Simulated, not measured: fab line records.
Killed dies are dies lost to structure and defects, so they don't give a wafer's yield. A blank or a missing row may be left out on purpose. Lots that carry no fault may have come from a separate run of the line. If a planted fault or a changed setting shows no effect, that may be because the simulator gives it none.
fab line records | flow sky130
record lots=6 wafers=18 last-day=49
route steps=708 shown VT_ADJUST_HVTR@140 VT_ADJUST_PCH@143 SONOS_TUNNEL@154 SONOS_ONO@168 PAD_OPEN@708
lots untouched by any fault: they come from a run of this same line in which no faults occurred
start-h: hours from the record's first day to the start of the lot's first wafer shown | wait-h: time in hours since the lot's previous step | " the same as in the row above | L1.1+2: one row covering several wafers at once | - value missing, or start not given | * or withheld: withheld | < > ~ a bound
route shown NAME@n: NAME is a module with steps in the file, n the number in the route of the first one | usual: average and standard deviation across the fault-free wafers | same: alike in all rows | chamber/n: place in a boat | sites: readings site by site | _std_site: their standard deviation | _edge_site: inner sites' mean taken away from outer sites' mean | radius-mm: how far each site lies from the wafer's centre | mask NAME#n: copy n | behind: the tool/chamber that last shaped the wafer | hold: what put the lot on hold/how long, in hours/how the hold closed | device: the n, p or np transistor that did not switch | end of line: tests run on the same wafers once the route is complete | step lacking rows: just its recipe | killed: the dies lost at the first sort to structure and to defects; this is not the yield of the wafer | map: the dies of a wafer, with x for killed, . for not killed, _ for no die there
set.NAME: the setting that was run; set.NAME@STEP: the one run at that earlier step | model.NAME: the simulator's own value behind a step, which no gauge read
certain route steps with their lots: each step a table, each wafer a row
services: from which hour (start-h, from the record's first day; less than 0 if before it) a tool's chamber was out of use, for how many hours, and why
## steps
# step SKY_VT_ADJUST_HVTR_IMPLANT_09
# recipe species=B energy-kev=10 dose-cm2=2.1e+12 tilt-deg=withheld
# step SKY_VT_ADJUST_HVTR_STRIP_10
# recipe chemistry=O2/N2 power-w=1400 pressure-mtorr=1500 platen-temp-c=withheld o2-flow-sccm=3000 n2-flow-sccm=300 overash-fraction=0.5
# usual drypump-motor-current-A=5.7/0.37 oes-product-au=0.715/0.0046 strip-time-to-endpoint-s=14.18/0.034
# columns lot.wafer tool chamber start-h wait-h drypump-motor-current-A oes-product-au rf-hours-counter-h strip-time-to-endpoint-s
L416.1 plasma-asher-02 0 210.67 0.1 6.0 0.711 38 14.19
L416.2 " 1 " " 5.6 0.723 38 14.22
L416.4 " 1 " " 5.6 0.715 - 14.21
L420.2 plasma-asher-04 0 239.62 0.1 4.8 0.716 54 14.14
L420.5 " 0 " " 4.8 0.715 - 14.18
L420.6 " 1 " " 5.9 0.722 - 14.20
L423.2 plasma-asher-02 1 259.77 0.1 5.5 0.710 43 14.14
L423.3 " 0 " " 6.0 0.714 - 14.16
L423.6 " 1 " " 5.5 0.706 - 14.15
L426.3 plasma-asher-02 0 283.15 0.1 6.0 0.712 - 14.19
L426.5 " 1 " " 5.6 0.716 - 14.20
L426.6 " 0 " " 6.0 0.710 - 14.21
L428.4 plasma-asher-02 0 296.96 0.1 6.0 0.721 - 14.19
L428.5 " 1 " " 5.6 0.717 - 14.14
L428.6 " 0 " " 6.0 0.717 - 14.17
L431.1 plasma-asher-04 0 320.07 0.1 4.8 0.712 62 14.18
L431.2 " 1 " " 5.9 0.707 62 14.17
L431.3 " 0 " " 4.8 0.721 - 14.21
# step SKY_VT_ADJUST_HVTR_TW_MEAS_11
# usual VT_ADJUST_HVTR_TW=210.9/1.4
# columns lot.wafer tool chamber start-h wait-h VT_ADJUST_HVTR_TW
L416.1 film-metro-04 - 210.77 0.1 208.2
L416.2 " - " " 207.9
L416.4 " - " " 209.4
L420.2 film-metro-03 - 239.73 0.1 210.3
L420.5 " - " " 211.9
L420.6 " - " " 211.7
L423.2 film-metro-01 - 259.88 0.1 212.6
L423.3 " - " " 212.6
L423.6 " - " " 212.5
L426.3 film-metro-03 - 283.24 0.1 209.6
L426.5 " - " " 209.1
L426.6 " - " " 210.0
L428.4 film-metro-04 - 297.06 0.1 209.2
L428.5 " - " " 209.5
L428.6 " - " " 209.0
L431.1 film-metro-04 - 320.17 0.1 208.9
L431.2 " - " " 208.0
L431.3 " - " " 208.1
# step SKY_VT_ADJUST_PCH_DEHYDRATE_00
# recipe temp-c=200 time-s=60
# step SKY_VT_ADJUST_PCH_HMDS_01
# recipe prime-time-s=60 prime-temp-c=120
# step SKY_VT_ADJUST_PCH_COAT_02
# recipe spin-rpm=2000 resist-thk-nm=3000
# step SKY_VT_ADJUST_PCH_SOFTBAKE_03
# recipe temp-c=110 time-s=withheld
# step SKY_VT_ADJUST_PCH_EXPOSE_04
# recipe mask-id=NWM na=0.6 source-shape=conventional sigma-outer=0.6 polarization=unpolarized target-cd-nm=840 dose-mj=255
# step SKY_VT_ADJUST_PCH_PEB_05
# recipe temp-c=115 time-s=withheld
# step SKY_VT_ADJUST_PCH_DEVELOP_06
# recipe wall-angle-deg=90 developer=TMAH develop-time-s=60 dev-temp-c=23
# step SKY_VT_ADJUST_PCH_OVL_MEAS_07
# usual VT_ADJUST_PCH_OVL=-0.2/1.4
# columns lot.wafer tool chamber start-h wait-h VT_ADJUST_PCH_OVL[nm]
L416.1 overlay-02 - 232.46 - -1.4
L416.2 " - " " -0.9
L416.4 " - " " -1.0
L420.2 overlay-02 - 263.52 - 3.1
L420.5 " - " " 0.3
L420.6 " - " " 0.2
L423.2 overlay-01 - 284.17 - -0.8
L423.3 " - " " -1.2
L423.6 " - " " -1.9
L426.3 overlay-02 - 308.74 - -0.5
L426.5 " - " " -0.5
L426.6 " - " " -1.0
L428.4 overlay-01 - 322.98 - -0.4
L428.5 " - " " -0.7
L428.6 " - " " 1.6
L431.1 overlay-02 - 346.42 - 1.7
L431.2 " - " " 2.2
L431.3 " - " " 1.4
# step SKY_VT_ADJUST_PCH_IMPLANT_08
# recipe species=B energy-kev=10 dose-cm2=5e+11 tilt-deg=withheld
# step SKY_VT_ADJUST_PCH_STRIP_09
# recipe chemistry=O2/N2 power-w=1400 pressure-mtorr=1500 platen-temp-c=withheld o2-flow-sccm=3000 n2-flow-sccm=300 overash-fraction=0.5
# usual drypump-motor-current-A=5.6/0.48 oes-product-au=0.722/0.0047 strip-time-to-endpoint-s=36.88/0.11
# columns lot.wafer tool chamber start-h wait-h drypump-motor-current-A oes-product-au rf-hours-counter-h strip-time-to-endpoint-s
L416.1 plasma-asher-02 0 232.65 0.1 6.0 0.723 41 36.78
L416.2 " 1 " " 5.5 0.720 41 36.77
L416.4 " 0 " " 6.0 0.719 - 36.85
L420.2 plasma-asher-02 1 263.70 0.1 5.6 0.726 44 36.92
L420.5 " 0 " " 6.0 0.719 - 36.88
L420.6 " 1 " " 5.6 0.716 - 36.90
L423.2 plasma-asher-01 1 284.35 0.1 5.9 0.718 16 36.93
L423.3 " 0 " " 5.9 0.721 - 37.03
L423.6 " 1 " " 5.9 0.725 - 37.10
L426.3 plasma-asher-04 0 308.94 0.1 4.8 0.713 - 36.90
L426.5 " 0 " " 4.8 0.722 - 37.02
L426.6 " 1 " " 5.9 0.722 - 36.88
L428.4 plasma-asher-04 0 323.18 0.1 4.8 0.715 - 36.88
L428.5 " 0 " " 4.8 0.726 - 36.86
L428.6 " 1 " " 5.9 0.720 - 36.92
L431.1 plasma-asher-04 0 346.60 0.1 4.8 0.718 64 36.91
L431.2 " 1 " " 5.9 0.720 64 36.93
L431.3 " 1 " " 5.9 0.718 - 36.84
# step SKY_VT_ADJUST_PCH_TW_MEAS_10
# usual VT_ADJUST_PCH_TW=142.1/0.81
# columns lot.wafer tool chamber start-h wait-h VT_ADJUST_PCH_TW
L416.1 film-metro-03 - 232.75 0.1 143.0
L416.2 " - " " 142.3
L416.4 " - " " 143.9
L420.2 film-metro-02 - 263.81 0.1 142.7
L420.5 " - " " 142.0
L420.6 " - " " 142.7
L423.2 film-metro-03 - 284.46 0.1 141.9
L423.3 " - " " 142.1
L423.6 " - " " 142.8
L426.3 film-metro-04 - 309.03 0.1 141.9
L426.5 " - " " 141.2
L426.6 " - " " 141.6
L428.4 film-metro-03 - 323.28 0.1 142.7
L428.5 " - " " 143.0
L428.6 " - " " 142.3
L431.1 film-metro-03 - 346.70 0.1 141.4
L431.2 " - " " 142.3
L431.3 " - " " 141.5
# step SKY_SONOS_TUNNEL_DEHYDRATE_00
# recipe temp-c=200 time-s=60
# step SKY_SONOS_TUNNEL_HMDS_01
# recipe prime-time-s=60 prime-temp-c=120
# step SKY_SONOS_TUNNEL_COAT_02
# recipe resist=NOVOLAK spin-rpm=3000 resist-thk-nm=1140
# step SKY_SONOS_TUNNEL_SOFTBAKE_03
# recipe temp-c=90 time-s=60 resist=NOVOLAK
# step SKY_SONOS_TUNNEL_EXPOSE_04
# recipe mask-id=TUNM na=0.6 source-shape=conventional sigma-outer=0.6 polarization=unpolarized target-cd-nm=410 dose-mj=136
# step SKY_SONOS_TUNNEL_PEB_05
# recipe temp-c=withheld time-s=* resist=NOVOLAK
# step SKY_SONOS_TUNNEL_DEVELOP_06
# recipe resist=NOVOLAK developer=TMAH develop-time-s=60 dev-temp-c=23
# step SKY_SONOS_TUNNEL_CD_MEAS_07
# recipe target-cd-nm=410
# usual cd-nm=410.4/2.8
# columns lot.wafer tool chamber start-h wait-h cd-nm
L416.1 cd-sem-02 - 255.34 0.1 411.7
L416.2 " - " " 411.6
L416.4 " - " " 412.3
L420.2 cd-sem-02 - 287.98 0.1 409.8
L420.5 " - " " 410.1
L420.6 " - " " 407.3
L423.2 cd-sem-01 - 309.55 0.1 413.9
L423.3 " - " " 413.4
L423.6 " - " " 413.4
L426.3 cd-sem-01 - 335.07 0.1 412.0
L426.5 " - " " 411.3
L426.6 " - " " 410.9
L428.4 cd-sem-02 - 349.92 0.1 408.2
L428.5 " - " " 407.5
L428.6 " - " " 407.8
L431.1 cd-sem-02 - 373.88 0.1 414.5
L431.2 " - " " 412.8
L431.3 " - " " 411.1
# step SKY_SONOS_TUNNEL_OVL_MEAS_08
# usual SONOS_TUNNEL_OVL=-1.7/1.4
# columns lot.wafer tool chamber start-h wait-h SONOS_TUNNEL_OVL[nm]
L416.1 overlay-01 - 255.46 0.1 -1.3
L416.2 " - " " -1.2
L416.4 " - " " -1.3
L420.2 overlay-01 - 288.09 0.1 -2.0
L420.5 " - " " -1.8
L420.6 " - " " -3.4
L423.2 overlay-01 - 309.66 0.1 -4.9
L423.3 " - " " -2.4
L423.6 " - " " -4.4
L426.3 overlay-01 - 335.17 0.1 1.1
L426.5 " - " " 0.8
L426.6 " - " " -1.1
L428.4 overlay-01 - 350.00 0.1 -1.2
L428.5 " - " " -1.7
L428.6 " - " " -1.6
L431.1 overlay-01 - 374.00 0.1 -3.5
L431.2 " - " " -2.0
L431.3 " - " " -4.5
# step SKY_SONOS_TUNNEL_IMPLANT_09
# recipe species=B energy-kev=20 dose-cm2=1e+12 tilt-deg=withheld
# step SKY_SONOS_TUNNEL_WET_ETCH_10
# recipe chemistry=dHF target-depth-nm=14 target=SiO2 dilution=100:1 temp-c=25 time-s=280
# step SKY_SONOS_TUNNEL_STRIP_11
# recipe chemistry=SPM time-s=600 temp-c=130
# step SKY_SONOS_TUNNEL_TW_MEAS_12
# usual SONOS_TUNNEL_TW=197.8/1.1
# columns lot.wafer tool chamber start-h wait-h SONOS_TUNNEL_TW
L416.1 film-metro-01 - 255.95 0.0 199.5
L416.2 " - " " 199.0
L416.4 " - " " 199.6
L420.2 film-metro-02 - 288.55 0.0 196.7
L420.5 " - " " 197.2
L420.6 " - " " 196.6
L423.2 film-metro-02 - 310.11 0.0 197.3
L423.3 " - " " 195.8
L423.6 " - " " 196.5
L426.3 film-metro-03 - 335.64 0.0 196.1
L426.5 " - " " 196.4
L426.6 " - " " 197.5
L428.4 film-metro-01 - 350.47 0.0 198.3
L428.5 " - " " 199.3
L428.6 " - " " 199.1
L431.1 film-metro-02 - 374.46 0.0 198.2
L431.2 " - " " 198.5
L431.3 " - " " 196.9
# step SKY_SONOS_TUNNEL_CLEAN_13
# recipe chemistry=dHF time-s=20 dilution=100:1 dry=ipa-marangoni
# step SKY_SONOS_ONO_OXIDATION_00
# recipe temp-c=800 ambient=O2 idle-temp-c=700 ramp-up-c-per-min=10 ramp-down-c-per-min=3 stabilise-s=600 purge-s=300 target-thk-a=26 ox-time-s=1249
# step SKY_SONOS_ONO_THK_MEAS_01
# recipe reads=SiO2_of_SONOS_ONO_OXIDATION_00
# usual SONOS_ONO_OXIDATION_THK=2.62/0.06
# columns lot.wafer tool chamber start-h wait-h SONOS_ONO_OXIDATION_THK[nm]
L416.1 film-metro-01 - 258.30 0.0 2.64
L416.2 " - " " 2.69
L416.4 " - " " 2.69
L420.2 film-metro-02 - 291.64 0.0 2.61
L420.5 " - " " 2.64
L420.6 " - " " 2.63
L423.2 film-metro-01 - 311.89 0.0 2.65
L423.3 " - " " 2.56
L423.6 " - " " 2.54
L426.3 film-metro-04 - 337.94 0.0 2.67
L426.5 " - " " 2.65
L426.6 " - " " 2.70
L428.4 film-metro-01 - 353.62 0.0 2.66
L428.5 " - " " 2.61
L428.6 " - " " 2.63
L431.1 film-metro-01 - 376.28 0.0 2.65
L431.2 " - " " 2.55
L431.3 " - " " 2.57
# step SKY_SONOS_ONO_CVD_02
# recipe material=Si3N4 precursor=DCS/NH3 target-thk-nm=10.5 temp-c=770 time-s=180 pressure-mtorr=250
# step SKY_SONOS_ONO_THK_MEAS_03
# recipe reads=Si3N4_of_SONOS_ONO_CVD_02
# usual SONOS_ONO_CVD_02_THK=10.53/0.13
# columns lot.wafer tool chamber start-h wait-h SONOS_ONO_CVD_02_THK[nm]
L416.1 film-metro-02 - 260.81 0.0 10.53
L416.2 " - " " 10.51
L416.4 " - " " 10.55
L420.2 film-metro-01 - 293.31 0.0 10.49
L420.5 " - " " 10.58
L420.6 " - " " 10.70
L423.2 film-metro-02 - 314.54 0.0 10.64
L423.3 " - " " 10.54
L423.6 " - " " 10.61
L426.3 film-metro-02 - 340.44 0.0 10.44
L426.5 " - " " 10.51
L426.6 " - " " 10.62
L428.4 film-metro-02 - 357.11 0.0 10.63
L428.5 " - " " 10.52
L428.6 " - " " 10.54
L431.1 film-metro-02 - 377.39 0.0 10.47
L431.2 " - " " 10.41
L431.3 " - " " 10.41
# step SKY_SONOS_ONO_CVD_04
# recipe material=SiO2 precursor=SiH4/N2O target-thk-nm=5.7199 temp-c=900 pressure-mtorr=400
# step SKY_SONOS_ONO_THK_MEAS_05
# recipe reads=SiO2_of_SONOS_ONO_CVD_04
# usual SONOS_ONO_CVD_04_THK=5.73/0.12
# columns lot.wafer tool chamber start-h wait-h SONOS_ONO_CVD_04_THK[nm]
L416.1 film-metro-04 - 262.12 0.0 5.77
L416.2 " - " " 5.80
L416.4 " - " " 5.74
L420.2 film-metro-02 - 294.62 0.0 5.62
L420.5 " - " " 5.71
L420.6 " - " " 5.59
L423.2 film-metro-01 - 315.85 0.0 5.58
L423.3 " - " " 5.63
L423.6 " - " " 5.75
L426.3 film-metro-02 - 341.75 0.0 5.66
L426.5 " - " " 5.74
L426.6 " - " " 5.72
L428.4 film-metro-01 - 358.42 0.0 5.86
L428.5 " - " " 5.94
L428.6 " - " " 5.96
L431.1 film-metro-01 - 378.70 0.0 5.56
L431.2 " - " " 5.73
L431.3 " - " " 5.63
# step SKY_SONOS_ONO_DEHYDRATE_06
# recipe temp-c=200 time-s=60
# step SKY_SONOS_ONO_HMDS_07
# recipe prime-time-s=60 prime-temp-c=120
# step SKY_SONOS_ONO_COAT_08
# recipe resist=NOVOLAK spin-rpm=3000 resist-thk-nm=1140
# step SKY_SONOS_ONO_SOFTBAKE_09
# recipe temp-c=90 time-s=60 resist=NOVOLAK
# step SKY_SONOS_ONO_EXPOSE_10
# recipe mask-id=ONOM target-cd-nm=410 na=0.6 source-shape=conventional sigma-outer=0.6 dose-mj=150
# step SKY_SONOS_ONO_PEB_11
# recipe temp-c=withheld time-s=* resist=NOVOLAK
# step SKY_SONOS_ONO_DEVELOP_12
# recipe develop-time-s=60 dev-temp-c=23
# step SKY_SONOS_ONO_CD_MEAS_13
# recipe target-cd-nm=410
# usual cd-nm=410.7/2.2
# columns lot.wafer tool chamber start-h wait-h cd-nm
L416.1 cd-sem-01 - 286.53 0.1 408.8
L416.2 " - " " 410.0
L416.4 " - " " 411.2
L420.2 cd-sem-01 - 320.60 0.1 410.7
L420.5 " - " " 411.1
L420.6 " - " " 410.2
L423.2 cd-sem-01 - 341.79 0.1 413.0
L423.3 " - " " 411.7
L423.6 " - " " 411.3
L426.3 cd-sem-02 - 369.61 0.1 406.5
L426.5 " - " " 409.2
L426.6 " - " " 409.0
L428.4 cd-sem-01 - 386.84 0.1 411.0
L428.5 " - " " 413.3
L428.6 " - " " 413.3
L431.1 cd-sem-01 - 407.92 0.1 411.2
L431.2 " - " " 413.2
L431.3 " - " " 411.0
# step SKY_PAD_OPEN_PROBE_99
# usual killed_at_M0_to_M3=43/6.4 killed_at_M4_up=2.8/1.7 killed-at-contacts=24/5.5 killed-at-front-end=15/4 killed-at-other=0.3/0.54 killed-dies=86/9.1 killed-open=47/6.6 killed-short=39/6.2
# same gross-dies=492 killed-at-back-side=0
# columns lot.wafer tool chamber start-h wait-h killed_at_M0_to_M3 killed_at_M4_up killed-at-contacts killed-at-front-end killed-at-other killed-dies killed-open killed-short
L428.4 prober-01 - 1155.94 0.2 48 4 28 39 0 119 55 31
L428.5 prober-01 - 1155.99 0.2 41 3 30 48 0 122 48 40
L431.1 prober-02 - 1165.74 0.1 43 5 23 45 0 116 40 41
# killed by level:class
L428.4 VT_ADJUST_PCH:unspecified=33 VIA1:geometric-particle:open=13 LI_CONTACT:geometric-particle:open=11 VIA2:geometric-particle:open=9 CONTACT:geometric-particle:open=8 VIA3:geometric-particle:open=7 CONTACT:geometric-particle:short=5 METAL1:geometric-particle:short=5
L428.5 VT_ADJUST_PCH:unspecified=34 VIA1:geometric-particle:open=10 CONTACT:geometric-particle:open=8 METAL3:geometric-particle:short=8 LOCAL_INTERCONNECT:geometric-particle:short=7 VIA3:geometric-particle:open=7 LI_CONTACT:geometric-particle:open=6 POLY_GATE:geometric-particle:open=5
L431.1 VT_ADJUST_PCH:unspecified=35 VIA1:geometric-particle:open=8 CONTACT:geometric-particle:open=7 VIA1:geometric-particle:short=7 VIA2:geometric-particle:open=6 CONTACT:geometric-particle:short=6 METAL1:geometric-particle:short=5 VIA3:geometric-particle:open=5
# map L428.5 (x killed, . not)
__________..xxxxxxxx_________
________.x..xxxxxxxxxx_______
______.x......xxxxxxx..._____
_____.x......xxxxxxxxx.x.____
____...x....x....x...x....___
___x..x......x.x...x....x..__
__x.......x........x..x....._
_....................x.......
_.....x.x.....x..x........x..
_...x.......x.x.x..........x.
_..x.x.x...x.xx....x...x.....
_...x....x..........x...x.x..
_..x.....................x...
_.x.x....xx...........x...x..
_......x.....................
__...x..x...x.x............._
___..x....xx....x....x.x.x.__
____x.x.....x.x...........___
_____.x.x.x.x...x....x.x.____
______...x...xx.x..x...._____
________.x.x.xx...x..._______
__________x.x.x.xx.._________
# map L431.1 (x killed, . not)
__________...xxxxxxx_________
________.....xxxxxxxxx_______
______x.....xxxxxxxxxx.._____
_____..x....xxxxxxxx.....____
____....x..x.x.x.xxxx.....___
___.x....x......xxx......x.__
__...x......xx.........x...._
_..x.x..........x........x...
_............x.x.x....x......
_x....x.x..x.................
_x....x.................xx...
_.xx.....xx........xx........
_...................x.x.x..x.
_...x.......x.....x..x.xx....
_x........x......x.....x.....
__x..xx.xx...x..x...x.x....._
___..x.........x.....x...xx__
____x.x..x................___
_____...x...........x....____
______....x......x....xx_____
________.x..x....x...._______
__________.........._________
## services
# columns tool chamber start-h hours kind
plasma-asher-02 - 268.81 4.3 pm
plasma-asher-02 - 297.11 14.6 pm
plasma-asher-04 - 334.11 5.0 repair
## key
first-sign step=SKY_PAD_OPEN_PROBE_99 reading=killed-at-front-end direction=up sigmas=7.2 usual=15 struck=44
effect step=SKY_PAD_OPEN_PROBE_99 reading=killed-dies direction=up sigmas=3.7 usual=86 struck=119
met-at SKY_VT_ADJUST_PCH_STRIP_09
struck-wafers L428.4,L428.5,L431.1
tester-left-out L428,L431
onset-between 308.94 323.18
fault kind=chamber-particle-source tool=plasma-asher-04 chamber=0 onset-h=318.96 steps=SKY_VT_ADJUST_PCH_STRIP_09 rate-per-visit-cm2=1.3295 end-h=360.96
# tester-left-out: of these lots the tester's yield and bins aren't shown, on N5 and GAA mostly nor the transistor test; their killed dies are dies lost to structure and defects alone, not to doping, threshold or leakage, so they don't give the yield
